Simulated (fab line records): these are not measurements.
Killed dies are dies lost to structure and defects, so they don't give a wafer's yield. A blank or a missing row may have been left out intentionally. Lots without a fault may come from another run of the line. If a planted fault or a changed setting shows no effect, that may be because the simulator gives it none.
Which tool was responsible? + flow sky130 + Sampling: 24 lots, 72 wafers, 6 of 708 route steps

## WHAT THE GAUGES SHOWED, per wafer
SKY_LOCAL_INTERCONNECT_RS_MEAS_01: uses a four-point probe to measure. Usual: LOCAL_INTERCONNECT_TIN_RS typically reads 14.07 ohm/sq, with standard deviation 0.19.
| lot  | measured     | on            | LOCAL_INTERCONNECT_TIN_RS (ohm/sq) | flag |
|------|--------------|---------------|------------------------------------|------|
| L074 | day 29 01:10 | film metro-02 | 14.11 13.92 14.09                  |      |
| L075 | day 29 21:46 | film metro-02 | 14.18 14.09 13.99                  |      |
| L076 | day 30 09:56 | film metro-01 | 14.06 13.92 14.11                  |      |
| L077 | day 30 15:14 | film metro-02 | 14.34 14.03 13.97                  |      |
| L078 | day 30 19:46 | film metro-02 | 13.84 14.10 14.09                  |      |
| L079 | day 31 04:38 | film metro-02 | 13.74 13.96 14.10                  |      |
| L080 | day 31 10:36 | film metro-02 | 13.90 13.93 13.85                  |      |
| L081 | day 31 21:29 | film metro-01 | 14.49 14.05 14.41                  |      |
| L082 | day 32 10:25 | film metro-01 | 14.08 14.00 13.92                  |      |
| L083 | day 32 16:20 | film metro-02 | 13.93 13.91 13.88                  |      |
| L085 | day 33 01:38 | film metro-01 | 13.86 14.03 13.97                  |      |
| L084 | day 33 02:49 | film metro-04 | 13.69 14.31 13.98                  |      |
| L086 | day 33 11:10 | film metro-02 | 14.14 14.35 14.47                  |      |
| L087 | day 33 16:43 | film metro-02 | 14.03 14.12 14.08                  |      |
| L088 | day 34 06:11 | film metro-02 | 14.15 13.97 14.01                  |      |
| L089 | day 34 19:19 | film metro-01 | 14.00 13.84 13.92                  |      |
| L091 | day 34 23:19 | film metro-02 | 14.43 14.48 14.16                  |      |
| L090 | day 35 03:29 | film metro-02 | 13.95 14.43 14.30                  |      |
| L092 | day 35 07:02 | film metro-04 | 13.99 14.35 13.85                  |      |
| L093 | day 35 17:53 | film metro-02 | 13.85 14.05 13.93                  |      |
| L095 | day 35 18:58 | film metro-01 | 14.06 14.05 14.06                  |      |
| L094 | day 35 20:32 | film metro-04 | 13.63 14.15 13.72                  |      |
| L096 | day 36 00:30 | film metro-04 | 13.90 14.14 14.07                  |      |
| L097 | day 36 17:22 | film metro-01 | 14.09 13.85 14.31                  |      |

SKY_LOCAL_INTERCONNECT_CD_MEAS_11 targets a cd of 170 nm. Usual: 169.8 nm for cd nm, sd 1.6.
| lot  | measured     | on        | cd nm (nm)        | flag |
|------|--------------|-----------|-------------------|------|
| L074 | day 30 05:00 | cd sem-01 | 168.1 167.3 166.3 |      |
| L075 | day 31 01:56 | cd sem-01 | 169.7 169.3 171.0 |      |
| L076 | day 31 13:31 | cd sem-02 | 169.7 171.8 170.8 |      |
| L077 | day 31 18:58 | cd sem-02 | 167.5 165.9 168.5 |      |
| L078 | day 31 23:17 | cd sem-02 | 171.4 171.1 169.8 |      |
| L079 | day 32 08:14 | cd sem-02 | 173.9 174.6 173.2 |      |
| L080 | day 32 13:49 | cd sem-01 | 170.2 170.2 169.2 |      |
| L081 | day 33 01:05 | cd sem-02 | 169.9 169.5 170.2 |      |
| L082 | day 33 13:36 | cd sem-01 | 171.7 170.5 171.4 |      |
| L083 | day 33 19:13 | cd sem-02 | 171.0 172.1 170.8 |      |
| L085 | day 34 03:24 | cd sem-02 | 169.5 168.8 168.8 |      |
| L084 | day 34 05:10 | cd sem-02 | 167.0 169.3 167.4 |      |
| L086 | day 34 14:04 | cd sem-01 | 168.2 170.7 170.1 |      |
| L087 | day 34 18:44 | cd sem-02 | 168.2 168.1 170.6 |      |
| L088 | day 35 07:47 | cd sem-02 | 168.0 169.3 170.1 |      |
| L089 | day 35 21:26 | cd sem-01 | 172.3 171.1 172.1 |      |
| L091 | day 36 01:13 | cd sem-01 | 168.5 168.6 168.1 |      |
| L090 | day 36 05:58 | cd sem-01 | 168.6 168.8 169.1 |      |
| L092 | day 36 08:45 | cd sem-02 | 170.9 170.0 171.4 |      |
| L093 | day 36 19:41 | cd sem-01 | 169.0 169.7 170.3 |      |
| L095 | day 36 20:39 | cd sem-02 | 170.3 170.1 169.1 |      |
| L094 | day 36 22:01 | cd sem-01 | 169.9 168.2 170.0 |      |
| L096 | day 37 01:43 | cd sem-01 | 168.2 169.1 169.2 |      |
| L097 | day 37 19:12 | cd sem-02 | 170.8 170.7 168.7 |      |

SKY_METAL2_THK_MEAS_06: measures by xrf. Usual: METAL2_ALCU_THK typically reads 249 nm, with standard deviation 4.3.
| lot  | measured     | on            | METAL2_ALCU_THK (nm) | flag |
|------|--------------|---------------|----------------------|------|
| L074 | day 33 21:30 | film metro-02 | 246 246 251          |      |
| L075 | day 34 17:25 | film metro-02 | 249 243 248          |      |
| L076 | day 35 03:59 | film metro-01 | 252 250 246          |      |
| L077 | day 35 08:49 | film metro-02 | 244 244 244          |      |
| L078 | day 35 13:09 | film metro-04 | 249 255 258          |      |
| L079 | day 35 21:14 | film metro-02 | 244 245 247          |      |
| L080 | day 36 02:41 | film metro-04 | 254 256 244          |      |
| L081 | day 36 14:31 | film metro-01 | 255 252 250          |      |
| L082 | day 37 01:26 | film metro-04 | 250 246 250          |      |
| L083 | day 37 07:50 | film metro-02 | 249 253 247          |      |
| L085 | day 37 14:25 | film metro-02 | 252 250 251          |      |
| L084 | day 37 17:12 | film metro-02 | 247 248 249          |      |
| L086 | day 38 02:12 | film metro-01 | 249 251 248          |      |
| L087 | day 38 07:38 | film metro-02 | 250 248 247          |      |
| L088 | day 38 18:44 | film metro-01 | 256 248 254          |      |
| L089 | day 39 08:22 | film metro-04 | 245 243 252          |      |
| L091 | day 39 10:46 | film metro-02 | 248 248 252          |      |
| L090 | day 39 16:17 | film metro-04 | 246 246 245          |      |
| L092 | day 39 18:01 | film metro-01 | 253 252 246          |      |
| L093 | day 40 05:36 | film metro-01 | 251 250 245          |      |
| L095 | day 40 06:55 | film metro-02 | 249 246 246          |      |
| L094 | day 40 07:20 | film metro-04 | 249 246 239          |      |
| L096 | day 40 10:58 | film metro-01 | 262 255 251          |      |
| L097 | day 41 03:54 | film metro-01 | 252 261 259          |      |

SKY_VIA2_RS_MEAS_22: uses a four-point probe to measure. Usual: VIA2_W_RS typically reads 0.272 ohm/sq, with standard deviation 0.0048.
| lot  | measured     | on            | VIA2_W_RS (ohm/sq) | flag |
|------|--------------|---------------|--------------------|------|
| L074 | day 36 04:29 | film metro-04 | 0.265 0.277 0.266  |      |
| L075 | day 36 23:25 | film metro-04 | 0.274 0.277 0.269  |      |
| L076 | day 37 11:29 | film metro-04 | 0.280 0.275 0.280  |      |
| L077 | day 37 14:37 | film metro-04 | 0.267 0.270 0.280  |      |
| L078 | day 37 19:07 | film metro-04 | 0.276 0.279 0.274  |      |
| L079 | day 38 03:01 | film metro-02 | 0.276 0.275 0.274  |      |
| L080 | day 38 07:45 | film metro-04 | 0.270 0.272 0.274  |      |
| L081 | day 38 20:40 | film metro-02 | 0.267 0.273 0.267  |      |
| L082 | day 39 07:07 | film metro-03 | 0.277 0.274 0.271  |      |
| L083 | day 39 13:15 | film metro-02 | 0.277 0.267 0.277  |      |
| L085 | day 39 19:41 | film metro-04 | 0.275 0.273 0.264  |      |
| L084 | day 39 21:17 | film metro-04 | 0.274 0.270 0.272  |      |
| L086 | day 40 06:32 | film metro-03 | 0.273 0.264 0.265  |      |
| L087 | day 40 11:34 | film metro-04 | 0.280 0.271 0.280  |      |
| L088 | day 40 21:52 | film metro-03 | 0.273 0.267 0.267  |      |
| L089 | day 41 11:02 | film metro-02 | 0.268 0.269 0.273  |      |
| L091 | day 41 13:27 | film metro-02 | 0.273 0.275 0.277  |      |
| L090 | day 41 19:28 | film metro-02 | 0.272 0.271 0.270  |      |
| L092 | day 41 20:04 | film metro-02 | 0.281 0.280 0.268  |      |
| L093 | day 42 07:24 | film metro-04 | 0.264 0.271 0.268  |      |
| L095 | day 42 08:20 | film metro-02 | 0.271 0.273 0.271  |      |
| L094 | day 42 09:37 | film metro-03 | 0.263 0.267 0.279  |      |
| L096 | day 42 12:40 | film metro-02 | 0.276 0.273 0.277  |      |
| L097 | day 43 05:06 | film metro-03 | 0.263 0.275 0.265  |      |

SKY_VIA3_THK_MEAS_01. Usual: VIA3_HDPCVD_THK typically reads 1667 nm, with standard deviation 21.
| lot  | measured     | on            | VIA3_HDPCVD_THK (nm) | flag |
|------|--------------|---------------|----------------------|------|
| L074 | day 38 10:32 | film metro-04 | 1650 1634 1664       |      |
| L075 | day 39 04:46 | film metro-03 | 1613 1651 1632       |      |
| L076 | day 39 15:11 | film metro-01 | 1635 1648 1647       |      |
| L077 | day 39 19:21 | film metro-03 | 1649 1627 1629       |      |
| L078 | day 39 23:19 | film metro-04 | 1658 1670 1668       |      |
| L079 | day 40 07:46 | film metro-03 | 1663 1672 1672       |      |
| L080 | day 40 12:07 | film metro-01 | 1656 1653 1657       |      |
| L081 | day 40 22:59 | film metro-01 | 1668 1637 1654       |      |
| L082 | day 41 10:45 | film metro-03 | 1661 1665 1673       |      |
| L083 | day 41 16:32 | film metro-04 | 1663 1664 1669       |      |
| L085 | day 41 22:23 | film metro-01 | 1662 1664 1670       |      |
| L084 | day 41 23:32 | film metro-04 | 1675 1674 1689       |      |
| L086 | day 42 08:10 | film metro-04 | 1689 1686 1677       |      |
| L087 | day 42 13:28 | film metro-03 | 1628 1652 1631       |      |
| L088 | day 42 23:53 | film metro-03 | 1675 1709 1695       |      |
| L089 | day 43 12:12 | film metro-01 | 1681 1691 1680       |      |
| L091 | day 43 14:44 | film metro-03 | 1677 1700 1666       |      |
| L090 | day 43 20:55 | film metro-04 | 1659 1668 1653       |      |
| L092 | day 43 21:31 | film metro-01 | 1713 1692 1712       |      |
| L093 | day 44 08:01 | film metro-01 | 1685 1696 1683       |      |
| L095 | day 44 09:16 | film metro-03 | 1676 1700 1699       |      |
| L094 | day 44 10:08 | film metro-01 | 1652 1664 1652       |      |
| L096 | day 44 12:40 | film metro-01 | 1681 1665 1671       |      |
| L097 | day 45 05:40 | film metro-01 | 1663 1673 1683       |      |

## TOOL THAT RAN EACH LOT (tool first, then ch and the chambers of the sampled wafers, then the start)
| lot  | SKY_METAL3_STRIP_19                  |
|------|--------------------------------------|
| L074 | plasma asher-01 ch 0,1, day 38 09:46 |
| L075 | plasma asher-01 ch 0,1, day 39 03:56 |
| L076 | plasma asher-02 ch 0,1, day 39 14:24 |
| L077 | plasma asher-02 ch 0,1, day 39 18:30 |
| L078 | plasma asher-01 ch 1, day 39 22:34   |
| L079 | plasma asher-02 ch 0,1, day 40 07:01 |
| L080 | plasma asher-01 ch 0,1, day 40 11:23 |
| L081 | plasma asher-03 ch 0,1, day 40 22:11 |
| L082 | plasma asher-02 ch 0,1, day 41 09:56 |
| L083 | plasma asher-01 ch 0,1, day 41 15:47 |
| L085 | plasma asher-03 ch 0,1, day 41 21:39 |
| L084 | plasma asher-01 ch 0,1, day 41 22:48 |
| L086 | plasma asher-03 ch 0,1, day 42 07:25 |
| L087 | plasma asher-02 ch 0,1, day 42 12:42 |
| L088 | plasma asher-02 ch 0,1, day 42 23:07 |
| L089 | plasma asher-03 ch 0,1, day 43 11:26 |
| L091 | plasma asher-01 ch 0,1, day 43 13:59 |
| L090 | plasma asher-01 ch 0,1, day 43 20:09 |
| L092 | plasma asher-03 ch 0,1, day 43 20:43 |
| L093 | plasma asher-02 ch 0,1, day 44 07:15 |
| L095 | plasma asher-02 ch 0,1, day 44 08:28 |
| L094 | plasma asher-01 ch 0,1, day 44 09:20 |
| L096 | plasma asher-03 ch 0,1, day 44 11:56 |
| L097 | plasma asher-02 ch 0,1, day 45 04:53 |
- SKY_METAL3_STRIP_19: strips in O2/N2.

## WHAT THE TOOLS THEMSELVES READ (means of the sampled wafers that have a number; where no wafer has one, the mark that the record gives instead)
SKY_METAL3_STRIP_19. Usual: chamber pressure mTorr 1500.0 mTorr, standard deviation 1.5; drypump motor current A 5.51 A, standard deviation 0.2; n2 flow sccm 300.0 sccm, standard deviation 0.93; oes product au 0.502 a.u., standard deviation 0.0055; strip time to endpoint s 6.52 s, standard deviation 0.092.
| lot  | tool            | chamber pressure mTorr (mTorr) | drypump motor current A (A) | n2 flow sccm (sccm) | oes product au (a.u.) | strip time to endpoint s (s) | flag |
|------|-----------------|--------------------------------|-----------------------------|---------------------|-----------------------|------------------------------|------|
| L074 | plasma asher-01 | 1499.9                         | 5.53                        | 299.7               | 0.501                 | 6.48                         |      |
| L075 | plasma asher-01 | 1500.8                         | 5.50                        | 299.6               | 0.503                 | 6.49                         |      |
| L076 | plasma asher-02 | 1499.5                         | 5.41                        | 299.7               | 0.513                 | 6.64                         |      |
| L077 | plasma asher-02 | 1500.3                         | 5.41                        | 299.4               | 0.499                 | 6.44                         |      |
| L078 | plasma asher-01 | 1501.3                         | 5.45                        | 301.0               | 0.496                 | 6.43                         |      |
| L079 | plasma asher-02 | 1499.9                         | 5.60                        | 299.8               | 0.502                 | 6.55                         |      |
| L080 | plasma asher-01 | 1499.1                         | 5.48                        | 300.6               | 0.506                 | 6.69                         |      |
| L081 | plasma asher-03 | 1499.9                         | 5.60                        | 301.1               | 0.506                 | 6.55                         |      |
| L082 | plasma asher-02 | 1500.8                         | 5.42                        | 298.6               | 0.502                 | 6.45                         |      |
| L083 | plasma asher-01 | 1499.3                         | 5.48                        | 299.9               | 0.503                 | 6.42                         |      |
| L085 | plasma asher-03 | 1499.1                         | 5.61                        | 300.3               | 0.503                 | 6.59                         |      |
| L084 | plasma asher-01 | 1500.4                         | 5.48                        | 299.6               | 0.499                 | 6.49                         |      |
| L086 | plasma asher-03 | 1500.5                         | 5.45                        | 299.6               | 0.505                 | 6.65                         |      |
| L087 | plasma asher-02 | 1500.1                         | 5.60                        | 300.9               | 0.497                 | 6.46                         |      |
| L088 | plasma asher-02 | 1498.6                         | 5.58                        | 300.0               | 0.501                 | 6.50                         |      |
| L089 | plasma asher-03 | 1500.3                         | 5.59                        | 299.2               | 0.498                 | 6.49                         |      |
| L091 | plasma asher-01 | 1500.9                         | 5.51                        | 299.3               | 0.498                 | 6.46                         |      |
| L090 | plasma asher-01 | 1501.2                         | 5.53                        | 300.1               | 0.501                 | 6.46                         |      |
| L092 | plasma asher-03 | 1500.4                         | 5.43                        | 300.5               | 0.502                 | 6.58                         |      |
| L093 | plasma asher-02 | 1500.4                         | 5.41                        | 300.4               | 0.501                 | 6.61                         |      |
| L095 | plasma asher-02 | 1499.1                         | 5.58                        | 301.2               | 0.503                 | 6.52                         |      |
| L094 | plasma asher-01 | 1500.1                         | 5.54                        | 299.5               | 0.505                 | 6.55                         |      |
| L096 | plasma asher-03 | 1500.0                         | 5.61                        | 300.2               | 0.508                 | 6.59                         |      |
| L097 | plasma asher-02 | 1501.5                         | 5.59                        | 299.4               | 0.492                 | 6.44                         |      |

## THE ANSWER, worked out from the rows above alone
Rule: take the mean of a lot's wafers that have a number; if it is more than 3 standard deviations from the usual mean, the lot is off. Also off: a lot with no number at a reading for which 4 or more lots have one. The other lots that the step has rows for count as sound. First the gauges in route order, then the tools' own readings, where a lot's mean is used as printed above. The first step at which some lot is off is used, and at that step the reading that is off furthest; a lot without a number counts as furthest.
Across all readings shown, no lot is off: no conclusion can be drawn from this.

## WHAT THE SIMULATOR HAD PUT IN
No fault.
